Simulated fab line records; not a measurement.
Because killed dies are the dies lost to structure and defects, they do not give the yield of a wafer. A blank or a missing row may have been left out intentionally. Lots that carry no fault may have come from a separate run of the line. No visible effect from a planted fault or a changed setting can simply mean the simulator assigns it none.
Matching of chambers	flow sky130	SKY_VIA1_ETCH_15 on rie-diel-04 has 4 sister chambers
The step etches SiO2 in C4F8/O2/Ar, stops on TiN, target depth 351 nm, time 54 s. 20 wafers are shown with their chamber, then 10 later ones without.

## WAFERS WITH THEIR CHAMBER
wafer	chamber	oes-product-au (a.u.)
L075.4	3	0.987
L075.5	0	0.974
L075.6	1	0.990
L077.1	1	0.982
L077.2	0	0.980
L077.3	3	0.994
L077.4	2	0.985
L077.5	1	0.982
L077.6	2	0.977
L078.3	2	0.981
L078.4	1	0.988
L078.6	0	0.990
L081.3	0	0.991
L081.5	0	0.986
L081.6	1	0.984
L082.3	0	0.991
L082.5	1	0.996
L082.6	3	0.982
L087.2	0	0.981
L087.4	2	0.990

SIGNATURES, as means of the wafers listed above
reading	chamber 0	chamber 1	chamber 2	chamber 3	scatter within a chamber
oes-product-au	0.98471	0.98700	0.98325	0.98767	0.00599
Rule: for a wafer and a chamber, the distance is found by dividing, reading by reading, the gap between the wafer's reading and the chamber's mean by the reading's scatter, squaring, summing and taking the root. If the next closest chamber is less than 2 further off than the closest, the wafer can't be placed; otherwise it belongs to the closest. The scatter is the square root of a quotient: the sum, over the shown wafers, of each reading's squared deviation from its chamber's mean, divided by wafers minus chambers.

## WAFERS WITHOUT THEIR CHAMBER
wafer	oes-product-au (a.u.)
L087.6	0.982
L093.1	0.984
L093.2	0.979
L093.3	0.983
L093.4	0.991
L093.5	0.979
L093.6	0.986
L097.1	0.986
L097.4	0.992
L097.5	0.990

## WHICH CHAMBER EACH ONE RAN IN
wafer	from the rows above	in truth
L087.6	can't be placed: 2 or 0 or 1 or 3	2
L093.1	can't be placed: 0 or 2 or 1 or 3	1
L093.2	can't be placed: 2 or 0 or 1 or 3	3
L093.3	can't be placed: 2 or 0 or 1 or 3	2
L093.4	can't be placed: 3 or 1 or 0 or 2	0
L093.5	can't be placed: 2 or 0 or 1 or 3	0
L093.6	can't be placed: 1 or 0 or 3 or 2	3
L097.1	can't be placed: 1 or 0 or 3 or 2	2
L097.4	can't be placed: 3 or 1 or 0 or 2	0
L097.5	can't be placed: 3 or 1 or 0 or 2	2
0 of 10 placed correctly. Not placeable from these rows: 10 (in 10, the candidates include the true chamber). Wrongly placed: 0.
